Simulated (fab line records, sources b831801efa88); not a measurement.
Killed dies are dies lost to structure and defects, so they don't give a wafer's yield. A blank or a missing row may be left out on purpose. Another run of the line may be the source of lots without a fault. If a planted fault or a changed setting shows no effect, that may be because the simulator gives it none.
8D (eight disciplines) problem report, filled in by code    flow gf180mcu    the parts of the form that need people (team, actions taken, sign-off) are left out

== 1. PROBLEM STATEMENT ==
Mean NWELL_RS at GF_VT_IMPLANT_RS_MEAS_47: 476.9 ohm/sq over 6 wafers in 2 lots; fault-free wafers: 487.8 ohm/sq, standard deviation 1.4. Relative to the usual mean, that is a shift of -7.8 standard deviations.
The step: measures by four-point-probe.
Earliest sighting: wafer L507.2 on film_metro-01 at day 10 04:40. The record holds 36 wafers of 12 lots with a number at this step. Rule for "out" (also "out of limits"): further than 4 standard deviations from the usual mean. Any other wafer with a number is counted as sound.

== 2. WHAT IT IS AND WHAT IT IS NOT ==
question                     is                            is not
which readings at this step  NWELL_RS                      -
which lots                   L507, L508                    L498, L500, L501, L502, L512, L514, L517, L519, L520, L521
which wafers of those lots   all that have a number        -
read on which gauges         film_metro-01, film_metro-03  film_metro-04
when                         from day 10 04:40             up to then (12 sound wafers); but 18 sound wafers of L512, L514, L517, L519, L520, L521 came after

== 3. THE SUSPECTS, EACH WITH WHAT RULES IT OUT ==
Counting: a tool at any process step up to the reading remains a suspect when it ran all the lots that are out and ran no sound lot after the first of those.
- the gauge at GF_VT_IMPLANT_RS_MEAS_47 has been ruled out. Those wafers that are out were read across 2 gauges (film_metro-01, film_metro-03).
- implanter-01 at GF_NWELL_IMPLANT_08: ruled out as a lasting fault. Following L507 (day 5 11:04), the first lot on it that is out, the sound lots L521 were run on it.
- plasma_asher-02 at GF_VT_IMPLANT_STRIP_20 (strips in O2/N2): ruled out as a lasting fault. Following L507 (day 8 17:32), the first lot on it that is out, the sound lots L519 were run on it.
Left after counting: nothing in the record.

== 4. THE CAUSE (what the simulator had put in) ==
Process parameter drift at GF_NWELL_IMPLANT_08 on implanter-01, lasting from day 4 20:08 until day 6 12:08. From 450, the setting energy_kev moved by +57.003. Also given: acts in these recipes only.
The count ruled it out by mistake, since the rule takes a fault to strike every lot its tool runs from the start of the fault on, and this one did not do so.

== 5. SEQUENCE OF EFFECTS, ordered by route ==
Each row: a reading whose mean over the struck wafers that have a number lies more than 3 standard deviations from the usual. Readings are gone through only where the record gives a usual standard deviation; hours: the median, over the lots, of the time from a lot's start at the first step in this table giving one to that lot's start at this step; sigmas: the change measured in usual standard deviations.
hours  step                      reading          usual         on struck wafers  change  sigmas
0      GF_NWELL_IMPLANT_08       beam_energy_keV  449.98        507.01            +57.03  +99 or more
114    GF_VT_IMPLANT_RS_MEAS_47  NWELL_RS         487.8 ohm/sq  476.9             -10.9   -7.8
Here are the process steps it includes:
- GF_NWELL_IMPLANT_08
Later steps that measure or inspect, where all struck wafers having a row at the step show a number for every such reading and not one has moved that far: GF_HV_LDD_TW_MEAS_11.

== 6. HOW IT WOULD HAVE BEEN CAUGHT EARLIER ==
In this record the first reading out of limits at a measuring or inspecting step was taken at day 10 04:40, 129 hours after the fault began at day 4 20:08.
At GF_NWELL_IMPLANT_08, the tool's own readings (beam_energy_keV) were out on each struck wafer the step has a row for, so an alarm limit on them would have fired on the first such wafer.
